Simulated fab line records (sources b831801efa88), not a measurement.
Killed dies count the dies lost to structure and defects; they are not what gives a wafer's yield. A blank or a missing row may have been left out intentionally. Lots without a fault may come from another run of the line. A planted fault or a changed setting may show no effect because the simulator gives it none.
A struck lot beside a sound one -- flow sky130 -- 16 out of 708 route steps
Sound: wafers L207.1, L207.3, L207.6. The struck wafers were L213.1, L213.2, L213.5. The cause comes at the end.
Per side, at each step with rows, come the tool, then ch with its chambers, and then its first start. Under that, the readings that differ: sound wafers -- struck wafers -- difference of the means -- sigmas: that difference in standard deviations of wafers without a fault.
alike: readings whose means differ by less than 2 such deviations, and words and numbers that are the same on both sides. not compared: withheld readings, readings that some wafer has no value for, bounds like >300 that may hide the same value, and numbers for which the record gives no deviation and whose values overlap.
The two part at a step that has a row with sigmas, a row that says differs or no value, or rows on one side only. Numbers that don't overlap but have no deviation are shown without sigmas and don't part them. A reading that every wafer of one side lacks parts them only if that side has two wafers or more.

first, 4 steps without rows for these wafers: SKY_LDD_N_IMPLANT_12; SKY_LDD_N_IMPLANT_13; SKY_LDD_N_IMPLANT_14; SKY_LDD_N_IMPLANT_15.
SKY_LDD_N_STRIP_16: strips in O2/N2.
  sound on plasma_asher-01 ch 0,1, day 18 21:43; struck on plasma_asher-03 ch 0,1, day 21 13:10
  alike: drypump_motor_current_A, oes_product_au, strip_time_to_endpoint_s
  not compared: rf_hours_counter_h
SKY_LDD_N_TW_MEAS_17:
  sound on film_metro-02 at day 18 21:49; struck on film_metro-02 at day 21 13:16
  alike: LDD_N_TW
then, 6 steps without rows for these wafers: SKY_LDD_P_DEHYDRATE_00 (time 60 s); SKY_LDD_P_HMDS_01 (prime time 60 s); SKY_LDD_P_COAT_02 (resist thk 1140 nm); SKY_LDD_P_SOFTBAKE_03 (time 60 s); SKY_LDD_P_EXPOSE_04 (exposes mask PSDM, target cd 380 nm); SKY_LDD_P_PEB_05.
SKY_LDD_P_DEVELOP_06: develop time 60 s.
  sound on litho_track-04 ch 0, day 20 04:55; struck on litho_track-01 ch 0, day 22 19:29
  alike: chill_plate_temp_C
SKY_LDD_P_CD_MEAS_07 targets a cd of 380 nm.
  sound on cd_sem-01 at day 20 05:04; struck on cd_sem-01 at day 22 19:38
reading,sound,struck,difference,sigmas
cd_nm (nm),381.6 381.9 381.9,299.4 300.6 298.7,-82.2,-29
SKY_LDD_P_OVL_MEAS_08:
  sound on overlay-01 at day 20 05:11; struck on overlay-02 at day 22 19:45
  alike: LDD_P_OVL
after that, 1 step had no rows for these wafers: SKY_PAD_OPEN_PROBE_99.

== WHERE THEY PART ==
Within this record, at SKY_LDD_P_CD_MEAS_07 only. Later steps at which nothing parts them and some readings are alike: SKY_LDD_P_OVL_MEAS_08.

WHY: what had been put in by the simulator
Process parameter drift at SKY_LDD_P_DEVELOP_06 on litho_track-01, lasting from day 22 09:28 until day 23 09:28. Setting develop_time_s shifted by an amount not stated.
